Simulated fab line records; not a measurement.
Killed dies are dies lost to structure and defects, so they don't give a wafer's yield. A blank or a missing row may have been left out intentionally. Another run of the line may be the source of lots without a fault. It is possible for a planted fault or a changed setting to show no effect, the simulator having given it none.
fab line records    flow sky130
record lots=12  wafers=35  last_day=50
route steps=708 shown METAL1@454 VIA3@573 METAL4@599 CAP2M@616 PAD_OPEN@708
lots with no fault: from the same line, run without faults
start_h: hours from the record's first day to the start of the lot's first wafer shown    wait_h: time in hours since the lot's previous step    " unchanged from the row above    L1.1+2: several wafers, shown together as one row    - no value, or no start was given    * or withheld: withheld    < > ~ a bound
route shown NAME@n: NAME is a module with steps in the file, n the number in the route of the first one    usual: mean/standard deviation of fault-free wafers    same: alike in all rows    chamber/n: place in a boat    sites: readings site by site    _std_site: their standard deviation    _edge_site: the outer-site mean with the inner-site mean subtracted    radius_mm: how far each site lies from the wafer's centre    mask NAME#n: copy n    behind: the most recent tool/chamber to have shaped the wafer    hold: why the lot went on hold/how many hours it stayed there/how the hold came to an end    device: names the non-switching transistor (n, p or np)    end of line: the tests these same wafers got at the end of their route    step lacking rows: just its recipe    killed: not the wafer's yield, but the dies lost to structure and defects at the first sort    map: shows each die of a wafer: x if killed, . if not, _ if none is there
set.NAME: the setting the step ran with; set.NAME@STEP: the setting that earlier step ran with    model.NAME: the simulator's own value behind a step, which no gauge read
a sample of lots followed through the steps of the route, with each step as a table and each wafer as a row
services: from which hour (start_h, from the record's first day; less than 0 if before it) a tool's chamber was out of use, for how many hours, and why
## steps
# step SKY_METAL1_STRIP_20
# recipe chemistry=O2/N2  power_w=1400  pressure_mtorr=1500  platen_temp_c=withheld  o2_flow_sccm=3000  n2_flow_sccm=300  overash_fraction=0.5
# usual drypump_motor_current_A=5.5/0.34  oes_product_au=0.345/0.0048  strip_time_to_endpoint_s=2.72/0.038
lot.wafer  tool             chamber  start_h  wait_h  drypump_motor_current_A  oes_product_au  rf_hours_counter_h  strip_time_to_endpoint_s
L904.1     plasma_asher-01  0        760.93   0.1     5.9                      0.341           2                   2.69
L904.5     "                0        "        "       5.8                      0.349           -                   2.71
L904.6     "                1        "        "       5.7                      0.347           -                   2.70
L906.3     plasma_asher-04  0        783.10   0.1     5.4                      0.351           -                   2.77
L906.4     "                1        "        "       5.3                      0.347           -                   2.76
L906.6     "                0        "        "       5.4                      0.346           -                   2.76
L907.1     plasma_asher-04  0        800.52   0.1     5.4                      0.338           37                  2.63
L907.4     "                1        "        "       5.3                      0.342           -                   2.66
L907.6     "                1        "        "       5.3                      0.341           -                   2.64
L910.3     plasma_asher-02  0        803.56   0.1     4.8                      0.343           -                   2.71
L910.4     "                1        "        "       4.8                      0.338           -                   2.73
L910.5     "                1        "        "       4.8                      0.345           -                   2.72
L913.5     plasma_asher-01  0        828.64   0.1     5.9                      0.355           -                   2.77
L913.6     "                1        "        "       5.7                      0.344           -                   2.75
L921.2     plasma_asher-04  0        895.36   0.1     5.4                      0.342           47                  2.68
L921.3     "                0        "        "       5.4                      0.340           -                   2.69
L921.5     "                1        "        "       5.3                      0.341           -                   2.67
L922.2     plasma_asher-02  1        898.82   0.1     4.9                      0.343           103                 2.74
L922.4     "                0        "        "       4.8                      0.347           -                   2.74
L922.6     "                0        "        "       4.8                      0.345           -                   2.73
L923.2     plasma_asher-01  1        908.53   0.1     5.7                      0.335           16                  2.64
L923.4     "                1        "        "       5.7                      0.339           -                   2.64
L923.6     "                1        "        "       5.7                      0.343           -                   2.63
L924.2     plasma_asher-01  0        909.98   0.1     5.8                      0.348           17                  2.71
L924.3     "                1        "        "       5.7                      0.344           -                   2.65
L924.5     "                1        "        "       5.7                      0.348           -                   2.71
L925.1     plasma_asher-01  0        911.42   0.1     5.9                      0.339           17                  2.68
L925.3     "                0        "        "       5.9                      0.348           -                   2.72
L925.4     "                1        "        "       5.7                      0.349           -                   2.69
L926.1     plasma_asher-04  0        919.13   0.1     5.5                      0.343           49                  2.73
L926.3     "                0        "        "       5.5                      0.342           -                   2.67
L926.5     "                0        "        "       5.4                      0.350           -                   2.74
L927.1     plasma_asher-02  1        925.87   0.1     4.8                      0.342           105                 2.71
L927.2     "                0        "        "       4.9                      0.349           105                 2.68
L927.6     "                0        "        "       4.8                      0.341           -                   2.70
# step SKY_VIA3_HDPCVD_00
# recipe material=SiO2  target_thk_nm=1635  sigma_open_frac=0.3  time_s=272.5  temp_c=400  sih4_flow_sccm=60  pressure_mtorr=6
lot.wafer   tool       chamber  start_h  wait_h
L904.1+5+6  hdpcvd-01  2,2,0    900.95   0.0
L906.3+4+6  hdpcvd-01  0,0,2    918.26   0.0
L907.1+4+6  hdpcvd-01  0,1,2    936.65   0.0
L910.3+4+5  hdpcvd-02  0,1,0    938.17   0.0
L913.5+6    hdpcvd-02  1,0      962.69   0.1
L921.2+3+5  hdpcvd-01  1,1,2    1021.48  0.0
L922.2+4+6  hdpcvd-02  0,2,0    1023.89  0.0
L923.2+4+6  hdpcvd-01  0,0,2    1035.63  0.0
L925.1+3+4  hdpcvd-02  1,2,1    1038.05  0.0
L924.2+3+5  hdpcvd-01  2,1,1    1038.14  0.0
L926.1+3+5  hdpcvd-01  0,2,0    1045.10  0.0
L927.1+2+6  hdpcvd-01  1,0,2    1049.19  0.0
# step SKY_VIA3_THK_MEAS_01
# recipe reads=SiO2_of_VIA3_HDPCVD_00
# usual VIA3_HDPCVD_THK=1629/15
lot.wafer  tool           chamber  start_h  wait_h  VIA3_HDPCVD_THK[nm]
L904.1     film_metro-03  -        901.12   0.1     1620
L904.5     "              -        "        "       1634
L904.6     "              -        "        "       1642
L906.3     film_metro-03  -        918.45   0.1     1646
L906.4     "              -        "        "       1643
L906.6     "              -        "        "       1635
L907.1     film_metro-03  -        936.82   0.1     1625
L907.4     "              -        "        "       1605
L907.6     "              -        "        "       1638
L910.3     film_metro-04  -        938.36   0.1     1621
L910.4     "              -        "        "       1633
L910.5     "              -        "        "       1621
L913.5     film_metro-02  -        962.81   0.0     1113
L913.6     "              -        "        "       1127
L921.2     film_metro-03  -        1021.74  0.2     1614
L921.3     "              -        "        "       1608
L921.5     "              -        "        "       1622
L922.2     film_metro-03  -        1024.07  0.1     1593
L922.4     "              -        "        "       1619
L922.6     "              -        "        "       1609
L923.2     film_metro-03  -        1035.80  0.1     1649
L923.4     "              -        "        "       1626
L923.6     "              -        "        "       1627
L925.1     film_metro-02  -        1038.22  0.1     1629
L925.3     "              -        "        "       1604
L925.4     "              -        "        "       1623
L924.2     film_metro-04  -        1038.32  0.1     1645
L924.3     "              -        "        "       1629
L924.5     "              -        "        "       1626
L926.1     film_metro-03  -        1045.27  0.1     1639
L926.3     "              -        "        "       1632
L926.5     "              -        "        "       1650
L927.1     film_metro-02  -        1049.36  0.1     1652
L927.2     "              -        "        "       1645
L927.6     "              -        "        "       1661
# step SKY_METAL4_SPUTTER_01
# recipe material=TiN  target_thk_nm=20  power_w=6500  time_s=16.7  chamber_pressure_pa=0.4
# usual chamber_pressure_pa=0.4001/0.00081  throttle_valve_pct=29.7/0.99
lot.wafer  tool            chamber  start_h  wait_h  chamber_pressure_pa  throttle_valve_pct
L904.1     pvd_sputter-01  -        928.42   0.0     0.4000               28.9
L904.5     "               -        "        "       0.3991               28.6
L904.6     "               -        "        "       0.4005               30.5
L906.3     pvd_sputter-04  -        945.31   0.0     0.4000               28.3
L906.4     "               -        "        "       0.3998               30.2
L906.6     "               -        "        "       0.3988               28.0
L907.1     pvd_sputter-03  -        963.28   0.0     0.4010               30.2
L907.4     "               -        "        "       0.4009               30.2
L907.6     "               -        "        "       0.3981               28.9
L910.3     pvd_sputter-03  -        964.82   0.0     0.4001               28.6
L910.4     "               -        "        "       0.4003               30.0
L910.5     "               -        "        "       0.3998               30.1
L913.5     pvd_sputter-01  -        988.61   0.0     0.3995               29.7
L913.6     "               -        "        "       0.4006               29.2
L921.2     pvd_sputter-03  -        1046.14  0.0     0.3997               30.0
L921.3     "               -        "        "       0.4008               30.1
L921.5     "               -        "        "       0.4000               30.2
L922.2     pvd_sputter-03  -        1048.79  0.0     0.4008               30.0
L922.4     "               -        "        "       0.4009               30.1
L922.6     "               -        "        "       0.4009               28.6
L923.2     pvd_sputter-03  -        1059.24  0.0     0.4004               28.5
L923.4     "               -        "        "       0.3991               30.1
L923.6     "               -        "        "       0.4014               28.7
L925.1     pvd_sputter-01  -        1061.38  0.0     0.3994               30.5
L925.3     "               -        "        "       0.4008               28.6
L925.4     "               -        "        "       0.4005               29.8
L924.2     pvd_sputter-04  -        1062.21  0.0     0.4005               30.4
L924.3     "               -        "        "       0.4006               32.5
L924.5     "               -        "        "       0.3996               29.0
L926.1     pvd_sputter-03  -        1068.54  0.0     0.4001               30.0
L926.3     "               -        "        "       0.4000               29.9
L926.5     "               -        "        "       0.3987               28.5
L927.1     pvd_sputter-03  -        1072.13  0.0     0.3991               30.0
L927.2     "               -        "        "       0.3981               28.5
L927.6     "               -        "        "       0.3990               28.5
# step SKY_CAP2M_METAL_ETCH_13
# recipe target_depth_nm=220  stop_on=SiO2  chemistry=Cl2/BCl3  target=TiN  pressure_mtorr=10  icp_w=900  bias_w=48.5  Cl2_flow_sccm=60  bcl3_flow_sccm=30  time_s=62.9
# usual drypump_motor_current_A=5.9/0.43  oes_product_au=0.944/0.0072  throttle_valve_pct=21.901/0.011
lot.wafer  tool          chamber  start_h  wait_h  drypump_motor_current_A  oes_product_au  rf_hours_counter_h  throttle_valve_pct
L904.1     rie_metal-02  1        953.82   0.0     5.2                      0.946           0                   21.901
L904.5     "             1        "        "       5.2                      0.953           -                   21.895
L904.6     "             0        "        "       5.8                      0.946           -                   21.883
L906.3     rie_metal-03  0        969.39   0.0     5.7                      0.956           -                   21.898
L906.4     "             1        "        "       6.2                      0.950           -                   21.897
L906.6     "             0        "        "       5.7                      0.934           -                   21.910
L907.1     rie_metal-02  1        986.81   0.0     5.2                      0.953           2                   21.889
L907.4     "             0        "        "       5.8                      0.935           -                   21.889
L907.6     "             0        "        "       5.8                      0.945           -                   21.898
L910.3     rie_metal-03  1        988.42   0.0     6.2                      0.943           -                   21.888
L910.4     "             0        "        "       5.7                      0.945           -                   21.901
L910.5     "             0        "        "       5.7                      0.952           -                   21.888
L913.5     rie_metal-03  0        1012.32  0.1     5.7                      0.939           -                   21.899
L913.6     "             1        "        "       6.2                      0.933           -                   21.912
L921.2     rie_metal-04  1        1068.07  0.0     6.0                      0.952           17                  21.893
L921.3     "             0        "        "       6.5                      0.955           -                   21.894
L921.5     "             1        "        "       6.0                      0.949           -                   21.895
L922.2     rie_metal-02  1        1070.36  0.0     5.2                      0.935           7                   21.887
L922.4     "             1        "        "       5.2                      0.937           -                   21.914
L922.6     "             1        "        "       5.2                      0.939           -                   21.912
L923.2     rie_metal-03  1        1080.76  0.0     6.2                      0.942           19                  21.909
L923.4     "             1        "        "       6.2                      0.941           -                   21.894
L923.6     "             0        "        "       5.7                      0.952           -                   21.889
L925.1     rie_metal-03  0        1082.42  0.0     5.7                      0.945           16                  21.934
L925.3     "             0        "        "       5.7                      0.940           -                   21.900
L925.4     "             1        "        "       6.2                      0.947           -                   21.897
L924.2     rie_metal-04  0        1083.51  0.0     6.5                      0.940           11                  21.902
L924.3     "             0        "        "       6.5                      0.926           -                   21.909
L924.5     "             1        "        "       6.0                      0.935           -                   21.910
L926.1     rie_metal-04  1        1090.11  0.0     6.0                      0.947           18                  21.904
L926.3     "             1        "        "       6.0                      0.951           -                   21.894
L926.5     "             0        "        "       6.5                      0.949           -                   21.909
L927.1     rie_metal-04  1        1092.76  0.0     6.0                      0.946           19                  21.899
L927.2     "             0        "        "       6.5                      0.939           11                  21.908
L927.6     "             1        "        "       6.0                      0.939           -                   21.899
# step SKY_PAD_OPEN_PROBE_99
# usual defect_limited_yield=82.4/1.9  killed_at_M0_to_M3=43/7.5  killed_at_M4_up=3.3/1.9  killed_at_contacts=24/4.6  killed_at_front_end=16/4.9  killed_at_other=0.2/0.46  killed_dies=87/9.1  killed_open=47/7.4  killed_short=39/6.6
# same gross_dies=492  killed_at_back_side=0
lot.wafer  tool       chamber  start_h  wait_h  defect_limited_yield[%]  killed_at_M0_to_M3  killed_at_M4_up  killed_at_contacts  killed_at_front_end  killed_at_other  killed_dies  killed_open  killed_short
L910.3     prober-02  -        1106.36  0.2     81.9                     44                  3                27                  15                   0                89           46           43
L910.4     prober-02  -        1106.41  0.2     85.0                     39                  0                20                  15                   0                74           39           34
L910.5     prober-02  -        1106.46  0.2     81.5                     47                  3                21                  20                   0                91           51           39
L913.5     prober-01  -        1125.85  0.2     81.5                     42                  2                37                  10                   0                91           54           35
L913.6     prober-01  -        1125.90  0.2     80.3                     41                  3                19                  32                   2                97           57           40
# killed by level:class
L910.3 VIA1:geometric_particle:open=12 CONTACT:geometric_particle:open=8 LI_CONTACT:geometric_particle:open=6 VIA3:geometric_particle:open=6 LI_CONTACT:geometric_particle:short=5 VIA2:geometric_particle:open=5 FIELD_ISO:geometric_particle:short=4 METAL1:geometric_particle:short=4
L910.4 VIA1:geometric_particle:open=8 CONTACT:geometric_particle:open=8 VIA1:geometric_particle:short=7 VIA3:geometric_particle:open=6 VIA2:geometric_particle:open=4 FIELD_ISO:geometric_particle:open=3 FIELD_ISO:geometric_particle:short=3 POLY_GATE:geometric_particle:short=3
L910.5 VIA1:geometric_particle:open=12 CONTACT:geometric_particle:open=9 VIA1:geometric_particle:short=7 LI_CONTACT:geometric_particle:open=6 METAL2:geometric_particle:short=6 FIELD_ISO:geometric_particle:open=5 VIA2:geometric_particle:open=5 VIA3:geometric_particle:open=5
L913.5 LI_CONTACT:geometric_particle:open=10 CONTACT:geometric_particle:short=9 CONTACT:geometric_particle:open=9 VIA1:geometric_particle:open=9 VIA3:geometric_particle:open=8 VIA2:geometric_particle:open=6 LI_CONTACT:geometric_particle:short=4 VIA1:geometric_particle:short=4
L913.6 VIA1:geometric_particle:open=11 POLY_GATE:geometric_particle:open=9 CONTACT:geometric_particle:open=8 VIA2:geometric_particle:open=7 FIELD_ISO:geometric_particle:open=6 FIELD_ISO:geometric_particle:short=6 VIA3:geometric_particle:open=6 POLY_GATE:geometric_particle:short=5
## services
tool             chamber  start_h  hours  kind
hdpcvd-01        -        759.03   1.2    repair
hdpcvd-01        -        761.14   0.5    repair
pvd_sputter-03   -        763.75   4.4    repair
hdpcvd-01        -        789.85   2.8    pm
plasma_asher-04  -        791.74   1.2    repair
rie_metal-04     -        800.55   0.3    repair
pvd_sputter-03   -        825.22   0.8    repair
plasma_asher-04  -        889.64   0.5    repair
rie_metal-04     0        893.01   4.3    repair
hdpcvd-01        2        919.96   15.2   repair
rie_metal-04     -        928.31   0.4    repair
hdpcvd-02        -        931.67   0.5    repair
pvd_sputter-03   -        939.05   2.1    repair
hdpcvd-01        -        950.25   15.0   pm
rie_metal-04     1        953.63   8.5    repair
plasma_asher-01  -        964.92   2.0    repair
hdpcvd-02        -        994.23   1.6    repair
rie_metal-04     -        1006.17  2.8    pm
hdpcvd-01        0        1018.45  5.3    repair
plasma_asher-01  -        1018.81  2.8    pm
hdpcvd-01        -        1034.21  1.4    repair
rie_metal-03     -        1038.52  28.1   pm
pvd_sputter-03   -        1044.18  1.0    repair
pvd_sputter-03   -        1065.33  0.8    repair
## key
first_sign step=SKY_VIA3_THK_MEAS_01  reading=VIA3_HDPCVD_THK  direction=down  sigmas=33  usual=1629  struck=1120
effect none on later readings
met_at SKY_VIA3_HDPCVD_00
struck_lots L913
struck_wafers L913.5,L913.6
not_acting_at SKY_METAL1_STRIP_20,SKY_METAL4_SPUTTER_01,SKY_CAP2M_METAL_ETCH_13
onset_between 938.17 962.69
fault kind=process_parameter_drift  tool=hdpcvd-02  chamber=-  onset_h=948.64  steps=SKY_VIA3_HDPCVD_00  channel=target_thk_nm  offset=-520.48  shape=step  end_h=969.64  scope=struck_wafers_only  acts_in=these_recipes_only  stated=1635
